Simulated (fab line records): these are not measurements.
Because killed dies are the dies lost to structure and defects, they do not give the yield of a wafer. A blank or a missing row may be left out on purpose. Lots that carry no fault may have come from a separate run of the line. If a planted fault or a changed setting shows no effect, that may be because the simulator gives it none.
A lot that was struck, set against a sound lot / flow sky130 / 15 steps out of a route of 708
Sound: wafers L727.2, L727.4, L727.6. Struck: wafer L722.1. (L722.4 of the same lot was not struck and is left out.) The cause comes at the end.
Order at every step that has rows: each side's tool, ch and its chambers, its first start. Under that, the readings that differ: sound wafers / struck wafers / difference of the means / sigmas: that difference in standard deviations of wafers without a fault.
alike: a reading whose means differ by less than 2 such deviations, as well as words and numbers matching on both sides. not compared: withheld readings; readings where some wafer has no value; bounds like >300 that might hide an equal value; numbers whose values overlap and for which the record gives no deviation.
Wherever a step has rows on one side only, a row that says differs or no value, or a row with sigmas, the two part there. Numbers that have no deviation but don't overlap get no sigmas and don't part them. A reading missing from all wafers of one side parts the sides only when that side holds two or more wafers.

SKY_SD_N_OVL_MEAS_08:
  sound on overlay-02 at day 32 13:14; struck on overlay-02 at day 31 01:47
  alike: SD_N_OVL
then, 2 steps without rows for these wafers: SKY_SD_N_IMPLANT_09; SKY_SD_N_IMPLANT_10.
SKY_SD_N_STRIP_11: strips in O2/N2.
  sound on plasma asher-01 ch 1, day 32 13:34; struck on plasma asher-01 ch 0, day 31 02:07
reading=strip time to endpoint s (s); sound=22.52 22.47 22.52; struck=22.62; difference=+0.12; sigmas=+2
  alike: chamber pressure mTorr, drypump motor current A, oes product au
  not compared: rf hours counter h
SKY_SD_N_TW_MEAS_12:
  sound on film metro-01 at day 32 13:41; struck on film metro-04 at day 31 02:13
  alike: SD_N_TW
then, 1 step without rows for these wafers: SKY_SD_N_CLEAN_13 (cleans in SC1/SC2, time 150 s).
SKY_SD_N_RTA_14: time 2 s.
  sound on rtp anneal-02 ch 0, day 32 13:47; struck on rtp anneal-01 ch 0, day 31 02:20
  alike: lamp power pct, ramp down c per s, wafer_temp_C_max
SKY_SD_N_RS_MEAS_16: measures by four-point-probe.
  sound on film metro-01 at day 32 13:59; struck on film metro-01 at day 31 02:31
  alike: SD_N_RS
SKY_SD_N_RS_MEAS_17: measures by four-point-probe.
  sound on film metro-01 at day 32 14:06; struck on film metro-01 at day 31 02:38
  alike: SD_P_RS
SKY_SD_N_RS_MEAS_18: measures by four-point-probe.
  sound on film metro-01 at day 32 14:13; struck on film metro-01 at day 31 02:45
  alike: RES_XHIGH_RS
then, 1 step without rows for these wafers: SKY_SALICIDE_CLEAN_00 (cleans in HF-last, time 30 s).
SKY_LI_CONTACT_HDPCVD_00: deposits PSG, target thk 930 nm, time 155 s.
  sound on hdpcvd-01 ch 0,2, day 32 14:20; struck on hdpcvd-02 ch 1, day 31 02:53
reading=run length s (s); sound=183.5 183.2 181.7; struck=176.2; difference=-6.6; sigmas=-8
reading=model.PSG_of_LI_CONTACT_HDPCVD_00.thk nm (nm); sound=943.5 941.9 912.4; struck=904; difference=-29; sigmas=
  not compared: susceptor temp C
SKY_LI_CONTACT_THK_MEAS_01:
  sound on film metro-02 at day 32 14:27; struck on film metro-02 at day 31 02:59
reading=LI_CONTACT_HDPCVD_THK (nm); sound=944 942 912; struck=904; difference=-29; sigmas=-3
SKY_LI_CONTACT_CMP_02: polishes PSG.
  sound on cmp-02 ch 0,2,3, day 32 14:30; struck on cmp-01 ch 0, day 31 03:06
  alike: motor current A
-- a jump in the record: the struck wafers' starts before and after are 17 days apart (it breaks off in module LI_CONTACT and resumes in module PAD_OPEN, where the first step shown is number 708 of the route) --
SKY_PAD_OPEN_PROBE_99:
  record: rows for the struck wafers here (prober-01, day 48 04:30), none for the sound ones

WHERE THEY PART
At SKY_SD_N_STRIP_11 first; at SKY_PAD_OPEN_PROBE_99 last (within this record only).

WHY: what the simulator had put in
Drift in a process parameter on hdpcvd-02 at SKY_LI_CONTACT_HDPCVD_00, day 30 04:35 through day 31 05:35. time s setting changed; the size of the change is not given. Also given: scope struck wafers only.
